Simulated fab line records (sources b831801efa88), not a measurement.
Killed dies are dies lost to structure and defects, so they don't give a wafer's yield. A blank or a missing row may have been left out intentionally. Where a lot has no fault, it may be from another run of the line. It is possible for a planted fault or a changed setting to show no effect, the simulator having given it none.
The tool behind it: which one? | flow gf180mcu | Sampling: 11 lots, 33 wafers, 5 of 602 route steps

## WHAT THE GAUGES READ, wafer by wafer
GF_STI_THK_MEAS_04.
lot  | measured    | on            | STI_CVD_03_THK (nm)
L766 | day 2 08:13 | film metro-03 | 205.6 205.7 204.9
L767 | day 2 12:45 | film metro-03 | 207.0 207.0 205.8
L768 | day 2 17:07 | film metro-04 | 205.1 206.0 203.8
L769 | day 2 21:02 | film metro-04 | 204.6 203.9 203.6
L772 | day 3 16:06 | film metro-02 | 230.4 230.6 231.7
L774 | day 3 21:17 | film metro-03 | 206.6 205.5 205.9
L775 | day 4 03:01 | film metro-03 | 206.8 204.6 207.0
L779 | day 4 21:34 | film metro-03 | 207.1 208.2 209.2
L780 | day 5 03:49 | film metro-02 | 203.5 204.7 205.1
L781 | day 5 07:34 | film metro-02 | 209.8 209.2 209.0
L784 | day 6 01:06 | film metro-04 | 206.2 207.2 205.5

GF_M2_CD_MEAS_14: target cd 280 nm.
lot  | measured     | on        | cd nm (nm)
L766 | day 20 05:30 | cd sem-01 | 280.2 280.4 280.5
L767 | day 20 09:24 | cd sem-02 | 278.9 279.2 278.8
L768 | day 21 20:39 | cd sem-02 | 279.4 280.6 278.7
L769 | day 21 18:24 | cd sem-01 | 279.1 280.2 280.0
L772 | day 22 23:19 | cd sem-02 | 280.7 280.8 280.4
L774 | day 23 05:23 | cd sem-01 | 278.9 278.1 279.0
L775 | day 23 11:32 | cd sem-02 | 278.1 281.3 279.9
L779 | day 25 00:47 | cd sem-01 | 279.9 280.5 279.2
L780 | day 25 18:50 | cd sem-02 | 279.0 278.8 280.1
L781 | day 25 19:42 | cd sem-01 | 278.7 278.2 278.1
L784 | day 26 23:13 | cd sem-01 | 278.3 279.3 279.6

GF_M2_OVL_MEAS_15.
lot  | measured     | on         | M2_OVL (nm)
L766 | day 20 05:37 | overlay-02 | -5 0 2
L767 | day 20 09:30 | overlay-02 | 1 -3 1
L768 | day 21 20:46 | overlay-02 | -12 -6 -10
L769 | day 21 18:31 | overlay-02 | -2 3 -3
L772 | day 22 23:25 | overlay-01 | 4 7 1
L774 | day 23 05:32 | overlay-01 | 9 1 1
L775 | day 23 11:39 | overlay-01 | -2 -3 4
L779 | day 25 00:55 | overlay-01 | 7 6 6
L780 | day 25 18:56 | overlay-02 | -6 5 -1
L781 | day 25 19:48 | overlay-01 | -7 -5 2
L784 | day 26 23:20 | overlay-02 | 4 -4 -2

## WHAT TOOL EACH LOT RAN ON (gives the tool, then ch and the chambers of the sampled wafers, and finally the start)
lot  | GF_STI_CVD_03              | GF_STI_ETCH_13
L766 | lpcvd-01 ch 1, day 2 05:14 | rie diel-04 ch 0,1,2, day 2 19:38
L767 | lpcvd-02 ch 1, day 2 10:46 | rie diel-02 ch 0,2,3, day 3 01:25
L768 | lpcvd-02 ch 1, day 2 15:08 | rie diel-02 ch 0,2,3, day 3 06:01
L769 | lpcvd-01 ch 1, day 2 19:03 | rie diel-02 ch 1,2,3, day 3 09:33
L772 | lpcvd-02 ch 1, day 3 13:06 | rie diel-01 ch 0,1,3, day 4 04:37
L774 | lpcvd-01 ch 0, day 3 19:19 | rie diel-01 ch 0,2,3, day 4 11:05
L775 | lpcvd-01 ch 0, day 4 01:02 | rie diel-04 ch 2,3, day 4 16:58
L779 | lpcvd-01 ch 1, day 4 19:34 | rie diel-02 ch 1,2,3, day 5 12:04
L780 | lpcvd-01 ch 1, day 5 01:49 | rie diel-01 ch 0,1, day 5 17:10
L781 | lpcvd-01 ch 0, day 5 05:34 | rie diel-04 ch 0,1,2, day 5 21:30
L784 | lpcvd-01 ch 1, day 5 22:07 | rie diel-02 ch 0,2,3, day 6 15:09
- GF_STI_CVD_03: deposits Si3N4 from DCS/NH3, target thk 207.16 nm, time 3551 s.
- GF_STI_ETCH_13: etches the open film in CHF3/O2, stops on Si, target depth 282.31 nm, time 112.9 s.

## AS READ BY THE TOOLS THEMSELVES (means over the sampled wafers that have a number; for cases with no such wafer, the mark the record gives instead)
GF_STI_CVD_03.
lot  | tool     | spike tc centre C (C) | spike tc lower C (C) | spike tc top C (C) | spike tc upper C (C) | susceptor temp C (C)
L766 | lpcvd-01 | 770.6                 | 768.6                | 784.0              | 770.0                | 769.89
L767 | lpcvd-02 | 772.7                 | 770.3                | 785.6              | 767.8                | 769.85
L768 | lpcvd-02 | 772.1                 | 770.5                | 786.0              | 766.9                | 769.62
L769 | lpcvd-01 | 771.5                 | 769.7                | 784.2              | 769.7                | 769.93
L772 | lpcvd-02 | 778.7                 | 775.3                | 792.9              | 774.5                | 775.83
L774 | lpcvd-01 | 772.0                 | 769.5                | 785.5              | 771.6                | 769.75
L775 | lpcvd-01 | 772.5                 | 769.7                | 785.3              | 769.7                | 769.75
L779 | lpcvd-01 | 772.3                 | 769.4                | 784.7              | 768.9                | 769.78
L780 | lpcvd-01 | 771.0                 | 768.8                | 782.7              | 769.5                | 770.10
L781 | lpcvd-01 | 772.1                 | 770.4                | 785.4              | 770.9                | 769.90
L784 | lpcvd-01 | 771.4                 | 769.2                | 784.6              | 769.6                | 770.08

GF_STI_ETCH_13.
lot  | tool        | drypump motor current A (A) | oes product au (a.u.) | throttle valve pct (%)
L766 | rie diel-04 | 5.9                         | 0.830                 | 8.803
L767 | rie diel-02 | 5.6                         | 0.833                 | 8.814
L768 | rie diel-02 | 5.6                         | 0.831                 | 8.802
L769 | rie diel-02 | 5.5                         | 0.826                 | 8.809
L772 | rie diel-01 | 5.9                         | 0.887                 | 8.822
L774 | rie diel-01 | 5.7                         | 0.832                 | 8.808
L775 | rie diel-04 | 6.1                         | 0.832                 | 8.811
L779 | rie diel-02 | 5.5                         | 0.833                 | 8.814
L780 | rie diel-01 | 6.0                         | 0.829                 | 8.811
L781 | rie diel-04 | 5.9                         | 0.840                 | 8.811
L784 | rie diel-02 | 5.6                         | 0.834                 | 8.803

## THE ANSWER, worked out from the rows above alone
Rule: the lots themselves supply what counts as usual. The widest of any qualifying gaps counts: lots, ordered by their means at a reading, are off when they make up no more than a third of the lots, leave a main group of 4 or more, and stand apart from it by 3 or more times the standard deviation of that group's means. A main group is skipped when, at the precision printed for the reading in the tables above, its means are all equal. A lot without any number at a reading at which 4 lots or more have one is off too. All remaining lots with rows at the step are treated as sound. The gauges are gone through in route order, then the tools' own readings, and for those a lot's mean is taken as printed above. At the first step where some lot is off, the reading lying furthest off is the one used; lots without a number count as furthest.
Off: at GF_STI_THK_MEAS_04 (STI_CVD_03_THK), L772. The main group has a mean of 206.1 nm with a standard deviation of 1.5.
If a tool, at a process step before that reading, ran all the lots that are off and no sound lot after the first of them, it fits. The gauges at GF_STI_THK_MEAS_04 aren't tried: what is off there is off at GF_STI_CVD_03 too, on other tools, and a gauge's error can't cause that. One candidate fits, namely lpcvd-02 at GF_STI_CVD_03. Its last sound lot is L768 (day 2 15:08), its first lot that is off L772 (day 3 13:06): a fault that began between those two fits.
The tool's own readings at GF_STI_CVD_03 bear it out: on the lots that are off they differ by more than 5 times the standard deviation of the sound lots' means. spike tc centre C reads 778.7 C there against 771.8 C on the sound lots; spike tc lower C reads 775.3 C there against 769.6 C on the sound lots; spike tc top C reads 792.9 C there against 784.8 C on the sound lots; susceptor temp C reads 775.83 C there against 769.87 C on the sound lots.

## WHAT THE SIMULATOR PUT IN
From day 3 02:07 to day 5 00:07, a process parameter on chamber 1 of lpcvd-02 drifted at GF_STI_CVD_03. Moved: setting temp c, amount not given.
Struck lots among those shown: L772. The rule above found the same.
